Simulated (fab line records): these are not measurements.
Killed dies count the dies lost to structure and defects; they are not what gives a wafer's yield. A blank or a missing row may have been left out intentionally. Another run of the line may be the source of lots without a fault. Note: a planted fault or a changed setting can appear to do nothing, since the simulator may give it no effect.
Which of the tools did it? | flow gf180mcu | Sampling: 14 lots, 42 wafers, 4 of 602 route steps

## WHAT EACH GAUGE READ, for each wafer
GF_VT_IMPLANT_TW_MEAS_32. Usual: for VT_IMPLANT_3_TW the level is 268.9 and the standard deviation is 2.1.
lot  | measured     | on           | VT_IMPLANT_3_TW   | flag
L969 | day 7 04:09  | filmMetro-04 | 270.2 266.7 269.5 | 
L970 | day 7 07:48  | filmMetro-04 | 269.6 268.9 268.8 | 
L973 | day 7 23:12  | filmMetro-02 | 266.7 266.7 266.0 | 
L972 | day 8 00:50  | filmMetro-04 | 269.8 269.6 268.6 | 
L975 | day 8 12:55  | filmMetro-04 | 269.9 269.5 270.2 | 
L976 | day 8 21:21  | filmMetro-04 | 270.2 270.2 271.2 | 
L977 | day 8 23:19  | filmMetro-02 | 267.3 268.1 267.1 | 
L980 | day 9 21:49  | filmMetro-02 | 265.1 266.0 267.1 | 
L982 | day 10 08:50 | filmMetro-03 | 272.4 270.7 270.0 | 
L988 | day 12 05:20 | filmMetro-03 | 271.2 271.8 272.6 | 
L989 | day 12 06:03 | filmMetro-03 | 271.6 271.7 271.6 | 
L990 | day 12 12:11 | filmMetro-04 | 268.5 270.7 269.5 | 
L991 | day 12 20:51 | filmMetro-03 | 269.8 272.0 271.9 | 
L992 | day 13 03:35 | filmMetro-03 | 271.3 268.6 270.3 | 

GF_HV_LDD_TW_MEAS_50. Usual: for HV_LDD_4_TW the level is 571.1 and the standard deviation is 2.6.
lot  | measured     | on           | HV_LDD_4_TW       | flag
L969 | day 12 15:14 | filmMetro-01 | 568.9 571.0 570.5 | 
L970 | day 13 01:11 | filmMetro-03 | 576.6 574.9 573.8 | 
L973 | day 13 16:36 | filmMetro-03 | 574.6 574.4 574.4 | 
L972 | day 13 18:21 | filmMetro-04 | 568.9 565.0 565.7 | 
L975 | day 14 08:35 | filmMetro-03 | 571.2 570.7 571.4 | 
L976 | day 14 20:28 | filmMetro-04 | 571.6 568.7 570.8 | 
L977 | day 14 20:52 | filmMetro-04 | 569.1 571.9 572.6 | 
L980 | day 16 02:53 | filmMetro-04 | 570.9 569.5 565.5 | 
L982 | day 16 15:07 | filmMetro-04 | 570.0 574.7 569.6 | 
L988 | day 18 21:34 | filmMetro-04 | 567.5 563.7 563.2 | 
L989 | day 18 23:43 | filmMetro-01 | 571.7 574.1 567.7 | 
L990 | day 19 08:03 | filmMetro-03 | 565.4 562.8 562.2 | 
L991 | day 19 17:38 | filmMetro-01 | 573.2 571.5 573.3 | 
L992 | day 20 01:11 | filmMetro-01 | 571.0 567.7 564.5 | 

GF_V1_RS_MEAS_24: uses a four-point probe to measure. Usual: for V1_W_RS the level is 0.330 ohm/sq and the standard deviation is 0.0041.
lot  | measured     | on           | V1_W_RS (ohm/sq)  | flag
L969 | day 18 09:26 | filmMetro-01 | 0.330 0.332 0.331 | 
L970 | day 19 01:30 | filmMetro-01 | 0.328 0.328 0.328 | 
L973 | day 19 15:50 | filmMetro-03 | 0.330 0.331 0.324 | 
L972 | day 19 20:04 | filmMetro-03 | 0.321 0.326 0.325 | 
L975 | day 20 14:08 | filmMetro-01 | 0.327 0.330 0.331 | 
L976 | day 21 00:11 | filmMetro-02 | 0.329 0.328 0.332 | 
L977 | day 21 01:11 | filmMetro-02 | 0.328 0.335 0.336 | 
L980 | day 22 08:37 | filmMetro-01 | 0.331 0.330 0.329 | 
L982 | day 22 23:29 | filmMetro-01 | 0.335 0.331 0.337 | 
L988 | day 25 01:52 | filmMetro-02 | 0.329 0.323 0.327 | 
L989 | day 25 04:58 | filmMetro-02 | 0.341 0.340 0.334 | 
L990 | day 25 11:36 | filmMetro-02 | 0.337 0.336 0.334 | 
L991 | day 25 19:39 | filmMetro-03 | 0.328 0.333 0.333 | 
L992 | day 26 04:50 | filmMetro-01 | 0.329 0.328 0.333 | 

## WHICH TOOL RAN EACH LOT (tool, then ch and the chambers of the sampled wafers, then the start)
lot  | GF_HV_LDD_IMPLANT_48
L969 | implanter-04 ch 0, day 12 14:59
L970 | implanter-03 ch 0, day 13 00:56
L973 | implanter-03 ch 0, day 13 16:22
L972 | implanter-03 ch 0, day 13 18:08
L975 | implanter-03 ch 0, day 14 08:21
L976 | implanter-03 ch 0, day 14 20:13
L977 | implanter-02 ch 0, day 14 20:38
L980 | implanter-02 ch 0, day 16 02:38
L982 | implanter-03 ch 0, day 16 14:52
L988 | implanter-03 ch 0, day 18 21:19
L989 | implanter-04 ch 0, day 18 23:28
L990 | implanter-03 ch 0, day 19 07:50
L991 | implanter-02 ch 0, day 19 17:23
L992 | implanter-02 ch 0, day 20 00:56
- GF_HV_LDD_IMPLANT_48

## WHAT THE TOOLS THEMSELVES READ (means of the sampled wafers that have a number; where no wafer has one, the mark that the record gives instead)
GF_HV_LDD_IMPLANT_48. Usual: doseIonsCm2 reads 3e+13 (standard deviation 3.3e+10).
lot  | tool         | doseIonsCm2 | flag
L969 | implanter-04 | 3e+13       | 
L970 | implanter-03 | 3e+13       | 
L973 | implanter-03 | 3e+13       | 
L972 | implanter-03 | 3e+13       | 
L975 | implanter-03 | 3e+13       | 
L976 | implanter-03 | 3e+13       | 
L977 | implanter-02 | 3e+13       | 
L980 | implanter-02 | 3e+13       | 
L982 | implanter-03 | 3e+13       | 
L988 | implanter-03 | 3e+13       | 
L989 | implanter-04 | 3e+13       | 
L990 | implanter-03 | 3e+13       | 
L991 | implanter-02 | 3e+13       | 
L992 | implanter-02 | 3e+13       | 

## THE ANSWER, worked out from the rows above alone
Rule: a lot counts as off when the mean over its wafers that have a number is more than 3 standard deviations away from the usual mean. A lot without any number at a reading at which 4 lots or more have one is off too. Any other lot the step has rows for is counted as sound. After the gauges, taken in route order, come the tools' own readings; for these a lot's mean is taken, as printed above. At the first step where some lot is off, the reading lying furthest off is the one used; lots without a number count as furthest.
None of the lots is off at any reading shown; this tells nothing.

## WHAT HAD BEEN PUT IN BY THE SIMULATOR
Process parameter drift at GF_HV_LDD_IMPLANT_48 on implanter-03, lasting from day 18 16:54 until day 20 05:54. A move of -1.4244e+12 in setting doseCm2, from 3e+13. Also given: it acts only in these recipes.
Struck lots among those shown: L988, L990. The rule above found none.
